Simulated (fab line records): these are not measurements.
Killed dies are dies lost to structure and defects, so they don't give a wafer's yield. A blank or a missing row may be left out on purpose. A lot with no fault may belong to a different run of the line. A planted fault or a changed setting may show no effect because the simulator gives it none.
8D (eight disciplines) problem report, filled in by code -- flow sfq-line -- the parts of the form that need people (team, actions taken, sign-off) are left out

## 1. WHAT IS WRONG
run-length-s at SFQ_TRILAYER_R5_ETCH_METAL_ETCH_139 reads a mean of 73.5 s on 4 wafers of 3 lots; wafers without a fault read 68.4 s with a standard deviation of 0.32. Relative to the usual mean, that is a shift of +16 standard deviations.
The step: etches the open film in Cl2, stops on SiO2, target depth 60 nm, time 40 s.
First seen on wafer L957.2, day 60 16:37, on rie-metal-04. The record has a number at this step for 18 wafers belonging to 7 lots. By rule, "out" or "out of limits" means more than 4 standard deviations away from the usual mean. Any other wafer with a number is counted as sound.

## 2. WHAT THIS IS AND IS NOT
question,is,is not
which readings at this step,"run-length-s, oes-product-au",drypump-motor-current-A
which lots,"L957, L959, L961","L954, L958, L972, L974"
which wafers of those lots,"L957.2, L959.2, L959.4, L961.2","L957.3, L961.3"
read on which tools,rie-metal-04,"rie-metal-02, rie-metal-03"
when,from day 60 16:37,"up to then (4 sound wafers); but 10 sound wafers of L958, L961, L972, L974 came after"

## 3. WHAT RULES OUT EACH SUSPECT
Counting: if a tool at a process step up to the reading ran every lot that is out, it stays a suspect. Sound lots after the first of them don't rule it out here, since some wafers of a struck lot are sound.
- rie-metal-04 at SFQ_TRILAYER_R5_BARC_OPEN_METAL_ETCH_177 (etches BARC in O2, target depth 125 nm, time 41.7 s): kept. It ran every lot that is out, first L957 (day 60 16:33).
- rie-metal-04 at SFQ_TRILAYER_R5_ETCH_METAL_ETCH_139 (etches the open film in Cl2, stops on SiO2, target depth 60 nm, time 40 s): kept. It ran every lot that is out, first L957 (day 60 16:37). Its own oes-product-au, run-length-s readings are out on those wafers.
After counting, rie-metal-04 at SFQ_TRILAYER_R5_BARC_OPEN_METAL_ETCH_177 and rie-metal-04 at SFQ_TRILAYER_R5_ETCH_METAL_ETCH_139 remain.

## 4. THE CAUSE (what the simulator had put in)
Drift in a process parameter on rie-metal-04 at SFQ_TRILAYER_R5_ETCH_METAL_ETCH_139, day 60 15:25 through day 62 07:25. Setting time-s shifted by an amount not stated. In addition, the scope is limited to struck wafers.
After counting, 2 suspects remain, this tool included.

## 5. THE EFFECT CHAIN, in route order
One row per reading whose mean, taken over the struck wafers that have a number, lies over 3 standard deviations from the usual. Only readings whose record carries a usual standard deviation are examined. hours: median over the lots of the time between each lot's start at the first step of this table that gives one and its start at this step. sigmas: the change, counted in usual standard deviations.
hours,step,reading,usual,on struck wafers,change,sigmas
0,SFQ_TRILAYER_R5_ETCH_METAL_ETCH_139,oes-product-au,0.992 a.u.,0.929,-0.063,-12
0,SFQ_TRILAYER_R5_ETCH_METAL_ETCH_139,run-length-s,68.4 s,73.5,+5.1,+16
Here are the process steps it includes:
- SFQ_TRILAYER_R5_ETCH_METAL_ETCH_139: etches the open film in Cl2, stops on SiO2, target depth 60 nm, time 40 s.

## 6. HOW IT WOULD HAVE BEEN CAUGHT EARLIER
In this record the first reading out of limits was taken at day 60 16:37, 1 hour after the fault began at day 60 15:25.
